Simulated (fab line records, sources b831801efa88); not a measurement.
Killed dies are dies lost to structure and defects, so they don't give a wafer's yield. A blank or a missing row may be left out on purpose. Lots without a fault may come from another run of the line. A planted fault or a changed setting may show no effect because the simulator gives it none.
fab line records | flow sky130
record lots=7 wafers=21 last_day=50
route steps=708 shown POLY_GATE@236 LDD_N@237 LDD_P@255 PAD_OPEN@708
lots that met no fault: from a run of the same line without faults
start_h: hours from the record's first day to the start of the lot's first wafer shown | wait_h: hours since the lot's step before | " the same as in the row above | L1.1+2: a row that stands for several wafers | - no value, or no start given | * or withheld: withheld | < > ~ a bound
route shown NAME@n: a module of which the file shows steps, and the number in the route of the first | usual: mean/standard deviation of fault-free wafers | same: alike in all rows | chamber/n: place in a boat | sites: the reading at each site | _std_site: their standard deviation | _edge_site: outer sites' mean less inner sites' | radius_mm: how far each site lies from the wafer's centre | mask NAME#n: copy n | behind: the tool/chamber that last shaped the wafer | hold: why the lot was held/for how many hours/how that ended | device: the transistor (n, p or np) that didn't switch | end of line: the same wafers' tests at the end of the route | a step without rows: its recipe alone | killed: dies lost to structure and defects at the first sort, not the wafer's yield | map: a wafer's dies, x killed, . not, _ none there
set.NAME: the setting as run; set.NAME@STEP: as run at that earlier step | model.NAME: the simulator's own value behind a step, which no gauge read
lots at some steps of the route; a table a step, a row a wafer
services: from which hour (start_h, from the record's first day; less than 0 if before it) a tool's chamber was out of use, for how many hours, and why
## steps
# step SKY_POLY_GATE_CD_MEAS_22
# usual cd_nm=149.9/1.5
# columns lot.wafer tool chamber start_h wait_h cd_nm
L301.1 cd_sem-02 - 373.41 0.1 148.1
L301.2 " - " " 150.3
L301.5 " - " " 150.2
L305.1 cd_sem-02 - 423.46 0.1 148.9
L305.4 " - " " 148.9
L305.6 " - " " 149.8
L306.1 cd_sem-02 - 433.71 0.1 149.8
L306.4 " - " " 147.5
L306.5 " - " " 150.8
L307.2 cd_sem-02 - 439.36 0.1 152.6
L307.3 " - " " 153.4
L307.4 " - " " 152.4
L312.3 cd_sem-02 - 483.58 0.1 147.6
L312.5 " - " " 149.0
L312.6 " - " " 150.4
L316.1 cd_sem-02 - 513.69 0.1 152.1
L316.3 " - " " 151.4
L316.6 " - " " 150.0
L323.1 cd_sem-01 - 571.46 0.1 148.1
L323.4 " - " " 149.5
L323.6 " - " " 149.3
# step SKY_LDD_N_DEHYDRATE_00
# recipe temp_c=200 time_s=60
# step SKY_LDD_N_HMDS_01
# recipe prime_time_s=60 prime_temp_c=120
# step SKY_LDD_N_COAT_02
# recipe resist=NOVOLAK spin_rpm=3000 resist_thk_nm=300
# step SKY_LDD_N_SOFTBAKE_03
# recipe temp_c=90 time_s=60 resist=NOVOLAK
# step SKY_LDD_N_EXPOSE_04
# recipe mask_id=NTM target_cd_nm=840 na=0.6 source_shape=conventional sigma_outer=0.6 dose_mj=110
# step SKY_LDD_N_PEB_05
# recipe temp_c=withheld time_s=* resist=NOVOLAK
# step SKY_LDD_N_DEVELOP_06
# recipe develop_time_s=60 dev_temp_c=23
# step SKY_LDD_N_OVL_MEAS_07
# usual LDD_N_OVL=-0.5/1.4
# columns lot.wafer tool chamber start_h wait_h LDD_N_OVL[nm]
L301.1 overlay-01 - 401.86 0.1 0.6
L301.2 " - " " 0.1
L301.5 " - " " 0.9
L305.1 overlay-02 - 454.36 0.1 3.3
L305.4 " - " " 0.9
L305.6 " - " " 1.4
L306.1 overlay-02 - 465.29 0.1 1.7
L306.4 " - " " 1.7
L306.5 " - " " 0.0
L307.2 overlay-02 - 470.46 0.1 -1.6
L307.3 " - " " -1.8
L307.4 " - " " -1.2
L312.3 overlay-01 - 513.80 0.1 1.6
L312.5 " - " " 0.4
L312.6 " - " " 0.2
L316.1 overlay-02 - 544.14 0.1 1.3
L316.3 " - " " -1.4
L316.6 " - " " -2.2
L323.1 overlay-02 - 599.96 0.1 -0.4
L323.4 " - " " -0.6
L323.6 " - " " -0.6
# step SKY_LDD_N_IMPLANT_08
# recipe species=As energy_kev=20 dose_cm2=7.5e+13 tilt_deg=withheld rotation_deg=23
# step SKY_LDD_N_IMPLANT_09
# recipe species=As energy_kev=20 dose_cm2=7.5e+13 tilt_deg=withheld rotation_deg=113
# step SKY_LDD_N_IMPLANT_10
# recipe species=As energy_kev=20 dose_cm2=7.5e+13 tilt_deg=withheld rotation_deg=203
# step SKY_LDD_N_IMPLANT_11
# recipe species=As energy_kev=20 dose_cm2=7.5e+13 tilt_deg=withheld rotation_deg=293
# usual beam_energy_keV=19.999/0.0062 beam_on_s=9.99/0.2 dose_ions_cm2=7.5e+13/8.1e+10 faraday_current_uA=423/8.2
# columns lot.wafer tool chamber start_h wait_h beam_energy_keV beam_on_s dose_ions_cm2 faraday_current_uA
L301.1 implanter-02 0 402.35 0.1 19.995 10.06 7.504e+13 420
L301.2 " 0 " " 19.995 9.84 7.518e+13 430
L301.5 " 0 " " 19.991 10.07 7.503e+13 421
L305.1 implanter-02 0 454.85 0.1 20.011 33.39 3.0358e+14 512
L305.4 " 0 " " 20.004 33.33 3.0359e+14 514
L305.6 " 0 " " 20.000 34.22 3.0369e+14 500
L306.1 implanter-02 0 465.77 0.1 20.006 33.76 3.0363e+14 505
L306.4 " 0 " " 19.990 33.94 3.037e+14 505
L306.5 " 0 " " 19.999 32.92 3.0365e+14 519
L307.2 implanter-02 0 470.97 0.1 20.006 33.00 3.0354e+14 518
L307.3 " 0 " " 20.002 33.45 3.0357e+14 512
L307.4 " 0 " " 20.000 33.00 3.0368e+14 521
L312.3 implanter-03 0 514.32 0.1 19.990 10.09 7.501e+13 418
L312.5 " 0 " " 19.992 10.18 7.511e+13 416
L312.6 " 0 " " 19.995 10.34 7.508e+13 406
L316.1 implanter-03 0 544.62 0.1 19.989 10.19 7.485e+13 415
L316.3 " 0 " " 19.984 9.97 7.498e+13 423
L316.6 " 0 " " 19.998 10.13 7.479e+13 418
L323.1 implanter-03 0 600.45 0.1 20.002 9.90 7.506e+13 425
L323.4 " 0 " " 19.993 9.62 7.491e+13 440
L323.6 " 0 " " 19.992 9.74 7.494e+13 434
# step SKY_LDD_N_IMPLANT_12
# recipe species=BF2 energy_kev=50 dose_cm2=5e+12 tilt_deg=30 rotation_deg=0
# step SKY_LDD_N_IMPLANT_13
# recipe species=BF2 energy_kev=50 dose_cm2=5e+12 tilt_deg=30 rotation_deg=90
# step SKY_LDD_N_IMPLANT_14
# recipe species=BF2 energy_kev=50 dose_cm2=5e+12 tilt_deg=30 rotation_deg=180
# step SKY_LDD_N_IMPLANT_15
# recipe species=BF2 energy_kev=50 dose_cm2=5e+12 tilt_deg=30 rotation_deg=270
# step SKY_LDD_N_STRIP_16
# recipe chemistry=O2/N2 power_w=1400 pressure_mtorr=1500 platen_temp_c=withheld o2_flow_sccm=3000 n2_flow_sccm=300 overash_fraction=0.5
# usual drypump_motor_current_A=6.2/0.47 o2_flow_sccm=2999/9.2 oes_product_au=0.407/0.0046 strip_time_to_endpoint_s=4.316/0.018
# columns lot.wafer tool chamber start_h wait_h drypump_motor_current_A o2_flow_sccm oes_product_au rf_hours_counter_h strip_time_to_endpoint_s
L301.1 plasma_asher-02 1 403.10 0.1 6.4 3000 0.408 72 4.309
L301.2 " 0 " " 6.6 3002 0.406 72 4.308
L301.5 " 0 " " 6.6 2993 0.406 - 4.283
L305.1 plasma_asher-01 0 455.60 0.1 5.4 3000 0.407 63 4.897
L305.4 " 1 " " 6.6 3013 0.411 - 4.913
L305.6 " 1 " " 6.6 3018 0.408 - 4.910
L306.1 plasma_asher-02 1 466.52 0.1 6.4 3003 0.401 78 4.901
L306.4 " 0 " " 6.6 2975 0.403 - 4.913
L306.5 " 0 " " 6.6 2988 0.409 - 4.918
L307.2 plasma_asher-01 0 471.69 0.1 5.4 2994 0.402 64 4.907
L307.3 " 1 " " 6.6 2971 0.400 - 4.884
L307.4 " 0 " " 5.4 3001 0.401 - 4.885
L312.3 plasma_asher-02 0 515.05 0.1 6.7 2995 0.401 - 4.313
L312.5 " 1 " " 6.5 2991 0.403 - 4.306
L312.6 " 0 " " 6.6 3008 0.406 - 4.316
L316.1 plasma_asher-01 0 545.37 0.1 5.4 3001 0.414 72 4.275
L316.3 " 1 " " 6.5 2994 0.394 - 4.309
L316.6 " 1 " " 6.6 2992 0.406 - 4.312
L323.1 plasma_asher-04 1 601.20 0.1 6.0 3003 0.411 47 4.336
L323.4 " 1 " " 5.9 3004 0.408 - 4.350
L323.6 " 0 " " 5.6 2996 0.411 - 4.348
# step SKY_LDD_N_TW_MEAS_17
# usual LDD_N_TW=2580/17
# columns lot.wafer tool chamber start_h wait_h LDD_N_TW
L301.1 film_metro-01 - 403.20 0.1 2597
L301.2 " - " " 2593
L301.5 " - " " 2585
L305.1 film_metro-03 - 455.70 0.1 2826
L305.4 " - " " 2826
L305.6 " - " " 2837
L306.1 film_metro-01 - 466.62 0.1 2835
L306.4 " - " " 2827
L306.5 " - " " 2836
L307.2 film_metro-04 - 471.80 0.1 2798
L307.3 " - " " 2822
L307.4 " - " " 2828
L312.3 film_metro-01 - 515.14 0.1 2600
L312.5 " - " " 2598
L312.6 " - " " 2587
L316.1 film_metro-01 - 545.47 0.1 2585
L316.3 " - " " 2590
L316.6 " - " " 2601
L323.1 film_metro-01 - 601.30 0.1 2579
L323.4 " - " " 2589
L323.6 " - " " 2588
# step SKY_LDD_P_DEHYDRATE_00
# recipe temp_c=200 time_s=60
# step SKY_PAD_OPEN_PROBE_99
# usual killed_at_M0_to_M3=42/6.9 killed_at_M4_up=3.2/1.7 killed_at_contacts=23/5.5 killed_at_front_end=16/4 killed_at_other=0.4/0.55 killed_dies=85/9.2 killed_open=46/6.8 killed_short=38/6.2
# same gross_dies=492 killed_at_back_side=0
# columns lot.wafer tool chamber start_h wait_h killed_at_M0_to_M3 killed_at_M4_up killed_at_contacts killed_at_front_end killed_at_other killed_dies killed_open killed_short model.etest.tip_n.rs_ohm_sq model.etest.nfet_01v8.r_on_ohm_um model.etest.nfet_01v8_lvt.drive_ua_um model.etest.nfet_01v8_turned.drive_ua_um model.etest.nfet_01v8.drive_ua_um model.etest.sram_nfet_pass.drive_ua_um model.etest.nfet_01v8_swapped.drive_ua_um model.etest.sram_nfet_pass.off_log10_a_um
L301.1 prober-01 - 1071.81 0.1 36 3 24 16 0 79 43 35 443.6 843.6 553.1 484.3 487.2 494.4 486.4 -12.32
L301.2 prober-01 - 1071.86 0.1 48 6 26 14 1 95 54 40 446.7 865.4 539.4 469.9 473.4 472.5 469.6 -12.6
L301.5 prober-01 - 1072.01 0.2 38 6 19 23 1 87 45 42 445.8 865.5 542.8 476.4 474.2 474.4 475.7 -12.54
L305.1 prober-01 - 1112.18 0.1 36 1 19 14 2 72 37 34 326.6 788.8 608.1 536.8 534.9 530.9 526.3 -11.99
L305.4 prober-01 - 1112.33 0.2 50 0 31 15 1 97 63 33 326.6 792.4 598.9 528.6 526.6 512.2 521.8 -12.35
L305.6 prober-01 - 1112.43 0.2 36 2 28 14 0 80 50 30 324.7 776.3 617.7 543.2 543.9 525.2 534.5 -12.32
L306.1 prober-02 - 1113.18 0.1 33 2 20 28 1 84 45 39 329 799 602.3 529.6 526.9 519 517.8 -12.48
L306.4 prober-02 - 1113.33 0.2 45 3 24 22 1 95 53 41 330.7 779 616.5 545.5 544.4 515.1 541 -12.69
L306.5 prober-02 - 1113.38 0.2 53 3 21 11 0 88 52 36 328.4 793 605.1 526.2 528.1 509.9 525 -12.6
L307.2 prober-02 - 1143.46 0.1 69 2 12 20 0 103 53 50 326 791.2 606.5 533.7 537 512 535 -12.4
L307.3 prober-02 - 1143.51 0.2 43 2 27 21 1 94 58 35 324 790.5 605 538.9 534.3 516.1 532.8 -12.29
L307.4 prober-02 - 1143.56 0.2 37 3 20 20 0 80 44 36 325.2 792.3 610 534.8 537 508.5 525.4 -12.49
L312.3 prober-02 - 1151.53 0.2 51 1 18 12 0 82 40 42 444.8 818.4 578 510.4 513.9 521.4 510.7 -12.26
L312.5 prober-02 - 1151.63 0.2 42 4 20 13 1 80 40 40 443.4 816.5 581.8 512.5 511 486.3 510.4 -12.84
L312.6 prober-02 - 1151.68 0.2 44 2 32 18 0 96 57 39 441.6 832.2 573.8 508.9 504.1 491.8 503.2 -12.79
L316.1 prober-02 - 1171.11 0.1 39 4 29 19 0 91 48 42 442.9 857.9 568.6 496.1 492.8 502.4 494.9 -12.85
L316.3 prober-02 - 1171.21 0.2 37 3 31 20 0 91 55 35 440.1 833.3 579.5 509 510.8 496.1 511.3 -13.01
L316.6 prober-02 - 1171.36 0.2 42 3 24 21 0 90 34 55 441.3 822.4 583.3 513.5 511.9 504.8 516.5 -12.77
L323.1 prober-01 - 1200.66 0.1 36 2 20 18 0 76 40 36 445.2 830.9 582.2 504.3 506.1 496 508.8 -12.59
L323.4 prober-01 - 1200.81 0.2 33 1 35 19 1 89 51 36 444.6 818.4 590.9 515.5 519.1 493.7 516.5 -12.86
L323.6 prober-01 - 1200.91 0.2 41 1 18 18 1 79 44 35 447.5 832.2 578.1 504.4 503.1 520.3 505.4 -12.24
# killed by level:class
L301.1 VIA1:geometric_particle:open=9 LI_CONTACT:geometric_particle:open=7 CONTACT:geometric_particle:open=7 VIA2:geometric_particle:open=7 VIA1:geometric_particle:short=6 LI_CONTACT:geometric_particle:short=5 POLY_GATE:geometric_particle:short=4 POLY_GATE:geometric_particle:open=4
L301.2 VIA1:geometric_particle:open=12 LI_CONTACT:geometric_particle:open=9 VIA3:geometric_particle:open=8 CONTACT:geometric_particle:open=7 FIELD_ISO:geometric_particle:open=6 LOCAL_INTERCONNECT:geometric_particle:short=6 VIA3:geometric_particle:short=6 METAL2:geometric_particle:short=5
L301.5 VIA1:geometric_particle:open=9 VIA3:geometric_particle:open=9 FIELD_ISO:geometric_particle:short=8 LI_CONTACT:geometric_particle:open=6 POLY_GATE:geometric_particle:short=5 CONTACT:geometric_particle:open=5 METAL2:geometric_particle:short=5 FIELD_ISO:geometric_particle:open=4
L305.1 LI_CONTACT:geometric_particle:open=8 METAL1:geometric_particle:short=7 VIA3:geometric_particle:open=6 VIA1:geometric_particle:open=6 CONTACT:geometric_particle:open=4 METAL2:geometric_particle:short=4 VIA2:geometric_particle:open=4 FIELD_ISO:geometric_particle:short=3
L305.4 VIA1:geometric_particle:open=12 LI_CONTACT:geometric_particle:open=11 CONTACT:geometric_particle:open=11 VIA3:geometric_particle:open=7 VIA2:geometric_particle:open=7 FIELD_ISO:geometric_particle:short=5 VIA1:geometric_particle:short=5 FIELD_ISO:geometric_particle:open=4
L305.6 CONTACT:geometric_particle:open=13 METAL1:geometric_particle:short=10 VIA2:geometric_particle:open=8 LI_CONTACT:geometric_particle:open=7 POLY_GATE:geometric_particle:short=6 VIA1:geometric_particle:open=6 VIA3:geometric_particle:open=5 LOCAL_INTERCONNECT:geometric_particle:open=5
L306.1 VIA1:geometric_particle:open=9 FIELD_ISO:geometric_particle:short=8 POLY_GATE:geometric_particle:open=7 FIELD_ISO:geometric_particle:open=6 CONTACT:geometric_particle:open=6 VIA3:geometric_particle:open=5 LI_CONTACT:geometric_particle:short=4 LI_CONTACT:geometric_particle:open=4
L306.4 VIA1:geometric_particle:open=12 LI_CONTACT:geometric_particle:open=7 CONTACT:geometric_particle:open=7 METAL1:geometric_particle:short=7 FIELD_ISO:geometric_particle:open=6 CONTACT:geometric_particle:short=6 VIA3:geometric_particle:open=6 POLY_GATE:geometric_particle:short=5
L306.5 VIA1:geometric_particle:open=17 CONTACT:geometric_particle:open=8 METAL1:geometric_particle:short=7 METAL2:geometric_particle:short=7 VIA3:geometric_particle:open=6 LI_CONTACT:geometric_particle:open=6 FIELD_ISO:geometric_particle:open=5 VIA2:geometric_particle:open=4
L307.2 VIA1:geometric_particle:open=16 METAL2:geometric_particle:short=15 VIA1:geometric_particle:short=9 VIA3:geometric_particle:open=8 METAL1:geometric_particle:short=7 FIELD_ISO:geometric_particle:short=5 LI_CONTACT:geometric_particle:open=5 CONTACT:geometric_particle:open=5
L307.3 VIA1:geometric_particle:open=14 CONTACT:geometric_particle:open=9 LI_CONTACT:geometric_particle:open=9 FIELD_ISO:geometric_particle:open=7 VIA1:geometric_particle:short=7 VIA2:geometric_particle:open=6 FIELD_ISO:geometric_particle:short=5 POLY_GATE:geometric_particle:open=5
L307.4 LI_CONTACT:geometric_particle:open=8 VIA1:geometric_particle:open=8 FIELD_ISO:geometric_particle:open=7 FIELD_ISO:geometric_particle:short=6 VIA2:geometric_particle:open=5 CONTACT:geometric_particle:open=5 METAL1:geometric_particle:short=4 POLY_GATE:geometric_particle:short=3
L312.3 VIA2:geometric_particle:open=15 POLY_GATE:geometric_particle:short=7 VIA1:geometric_particle:short=6 METAL1:geometric_particle:short=6 VIA1:geometric_particle:open=6 METAL2:geometric_particle:short=5 VIA3:geometric_particle:open=5 LI_CONTACT:geometric_particle:short=4
L312.5 VIA1:geometric_particle:open=9 LI_CONTACT:geometric_particle:open=6 LOCAL_INTERCONNECT:geometric_particle:short=6 CONTACT:geometric_particle:open=6 VIA3:geometric_particle:open=6 POLY_GATE:geometric_particle:open=5 METAL2:geometric_particle:short=5 VIA2:geometric_particle:open=4
L312.6 VIA1:geometric_particle:open=11 LI_CONTACT:geometric_particle:open=9 CONTACT:geometric_particle:open=9 VIA3:geometric_particle:open=7 VIA2:geometric_particle:open=7 FIELD_ISO:geometric_particle:short=6 POLY_GATE:geometric_particle:short=5 LOCAL_INTERCONNECT:geometric_particle:short=5
L316.1 CONTACT:geometric_particle:open=11 VIA1:geometric_particle:open=9 METAL2:geometric_particle:short=8 POLY_GATE:geometric_particle:open=7 LI_CONTACT:geometric_particle:open=7 POLY_GATE:geometric_particle:short=6 VIA3:geometric_particle:open=6 LOCAL_INTERCONNECT:geometric_particle:short=5
L316.3 CONTACT:geometric_particle:open=11 FIELD_ISO:geometric_particle:open=10 LI_CONTACT:geometric_particle:open=10 VIA1:geometric_particle:open=6 VIA2:geometric_particle:open=6 VIA3:geometric_particle:open=6 CONTACT:geometric_particle:short=5 VIA1:geometric_particle:short=5
L316.6 FIELD_ISO:geometric_particle:short=13 VIA1:geometric_particle:open=13 CONTACT:geometric_particle:open=9 LOCAL_INTERCONNECT:geometric_particle:short=8 VIA1:geometric_particle:short=7 VIA3:geometric_particle:short=6 METAL2:geometric_particle:short=5 VIA3:geometric_particle:open=5
L323.1 VIA1:geometric_particle:open=12 CONTACT:geometric_particle:open=8 FIELD_ISO:geometric_particle:open=6 FIELD_ISO:geometric_particle:short=6 LOCAL_INTERCONNECT:geometric_particle:short=5 METAL1:geometric_particle:short=4 POLY_GATE:geometric_particle:short=4 VIA3:geometric_particle:open=4
L323.4 LI_CONTACT:geometric_particle:open=11 CONTACT:geometric_particle:open=11 LOCAL_INTERCONNECT:geometric_particle:short=8 FIELD_ISO:geometric_particle:open=6 VIA3:geometric_particle:open=6 VIA1:geometric_particle:short=6 VIA2:geometric_particle:open=5 VIA1:geometric_particle:open=5
L323.6 CONTACT:geometric_particle:open=9 METAL1:geometric_particle:short=6 VIA1:geometric_particle:open=6 VIA2:geometric_particle:open=6 VIA3:geometric_particle:open=6 POLY_GATE:geometric_particle:open=5 METAL2:geometric_particle:short=5 FIELD_ISO:geometric_particle:short=4
## services
# columns tool chamber start_h hours kind
implanter-03 - 380.22 1.2 repair
implanter-02 - 417.30 6.3 repair
plasma_asher-02 - 458.54 0.5 repair
implanter-03 - 459.37 3.6 pm
plasma_asher-02 - 477.86 2.8 pm
implanter-02 - 512.49 2.8 repair
implanter-03 - 528.50 6.1 pm
plasma_asher-04 - 548.11 36.6 repair
implanter-03 - 553.71 1.5 repair
implanter-03 - 559.21 3.2 pm
## key
first_sign step=SKY_LDD_N_IMPLANT_11 reading=dose_ions_cm2 direction=up sigmas=99+ usual=* struck=*
effect step=SKY_LDD_N_IMPLANT_11 reading=beam_on_s direction=up sigmas=99+ usual=9.99 struck=33.45
effect step=SKY_LDD_N_STRIP_16 reading=strip_time_to_endpoint_s direction=up sigmas=33 usual=* struck=*
effect step=SKY_LDD_N_TW_MEAS_17 reading=LDD_N_TW direction=up sigmas=14 usual=2580 struck=2826
model_effect step=SKY_PAD_OPEN_PROBE_99 value=etest.tip_n.rs_ohm_sq without=443 struck=326.8
met_at SKY_LDD_N_IMPLANT_11
struck_wafers L305.1,L305.4,L305.6,L306.1,L306.4,L306.5,L307.2,L307.3,L307.4
tester_left_out L305,L306,L307
onset_between 402.35 454.85
fault kind=process_parameter_drift tool=implanter-02 chamber=- onset_h=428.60 steps=SKY_LDD_N_IMPLANT_11 channel=dose_cm2 offset=* shape=step end_h=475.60 acts_in=* stated=*
# tester_left_out: of these lots the tester's yield and bins aren't shown, on N5 and GAA mostly nor the transistor test; their killed dies are dies lost to structure and defects alone, not to doping, threshold or leakage, so they don't give the yield
